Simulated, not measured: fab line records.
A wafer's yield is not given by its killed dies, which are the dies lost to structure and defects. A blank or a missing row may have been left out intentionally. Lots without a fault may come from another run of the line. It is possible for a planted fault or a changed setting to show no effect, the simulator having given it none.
Chamber matching | flow sky130 | rie diel-02 running SKY_CONTACT_ETCH_16: 4 sister chambers
The step etches BARC in N2/H2, stops on SiO2, time 45.9 s, target depth 60 nm. 16 wafers are shown with their chamber, then 8 later ones without.

== WAFERS, EACH WITH ITS CHAMBER ==
wafer  | chamber | drypump motor current A (A) | oes product au (a.u.) | throttle valve pct (%)
L074.1 | 0       | 6.3                         | 0.849                 | 13.218
L074.2 | 3       | 6.3                         | 0.857                 | 13.209
L074.4 | 1       | 6.2                         | 0.861                 | 13.228
L079.2 | 1       | 6.2                         | 0.853                 | 13.233
L079.3 | 2       | 6.0                         | 0.855                 | 13.216
L079.4 | 3       | 6.3                         | 0.858                 | 13.213
L088.3 | 3       | 6.3                         | 0.857                 | 13.221
L088.5 | 1       | 6.1                         | 0.847                 | 13.230
L088.6 | 2       | 5.9                         | 0.851                 | 13.225
L089.3 | 1       | 6.2                         | 0.851                 | 13.231
L089.5 | 3       | 6.3                         | 0.857                 | 13.231
L089.6 | 2       | 6.0                         | 0.853                 | 13.214
L090.1 | 0       | 6.3                         | 0.851                 | 13.217
L090.4 | 3       | 6.3                         | 0.852                 | 13.229
L090.5 | 1       | 6.2                         | 0.850                 | 13.221
L094.1 | 0       | 6.3                         | 0.849                 | 13.219

SIGNATURES (means of the wafers above)
reading                 | chamber 0 | chamber 1 | chamber 2 | chamber 3 | scatter within a chamber
drypump motor current A | 6.300     | 6.180     | 5.967     | 6.300     | 0.035
oes product au          | 0.84967   | 0.85240   | 0.85300   | 0.85620   | 0.00347
throttle valve pct      | 13.21800  | 13.22860  | 13.21833  | 13.22060  | 0.00663
Rule: a wafer lies at a distance from a chamber equal to the root of the sum of squares, over the readings, of (its reading less the chamber's mean, divided by the reading's scatter). The wafer belongs to the nearest chamber; if the next one is less than 2 further off, it can't be placed. How the scatter is found: for the shown wafers, subtract from each reading the mean of its chamber, square and add these, divide the total by (wafers less chambers), then take the root.

== WAFERS WHOSE CHAMBER IS MISSING ==
wafer  | drypump motor current A (A) | oes product au (a.u.) | throttle valve pct (%)
L094.2 | 6.2                         | 0.855                 | 13.240
L094.5 | 6.3                         | 0.857                 | 13.221
L096.1 | 6.3                         | 0.858                 | 13.231
L096.3 | 6.0                         | 0.850                 | 13.219
L096.4 | 6.2                         | 0.858                 | 13.216
L097.1 | 6.3                         | 0.855                 | 13.230
L097.2 | 6.0                         | 0.851                 | 13.206
L097.5 | 6.3                         | 0.856                 | 13.221

== WHICH CHAMBER EACH ONE RAN IN ==
wafer  | from the rows above          | in truth
L094.2 | 1                            | 1
L094.5 | can't be placed: 3 or 0      | 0
L096.1 | can't be placed: 3 or 0      | 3
L096.3 | 2                            | 2
L096.4 | can't be placed: 1 or 3 or 0 | 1
L097.1 | can't be placed: 3 or 0      | 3
L097.2 | 2                            | 2
L097.5 | can't be placed: 3 or 0      | 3
3 of 8 placed correctly. Not placeable from these rows: 5 (in 5, the candidates include the true chamber). Placed wrongly: 0.
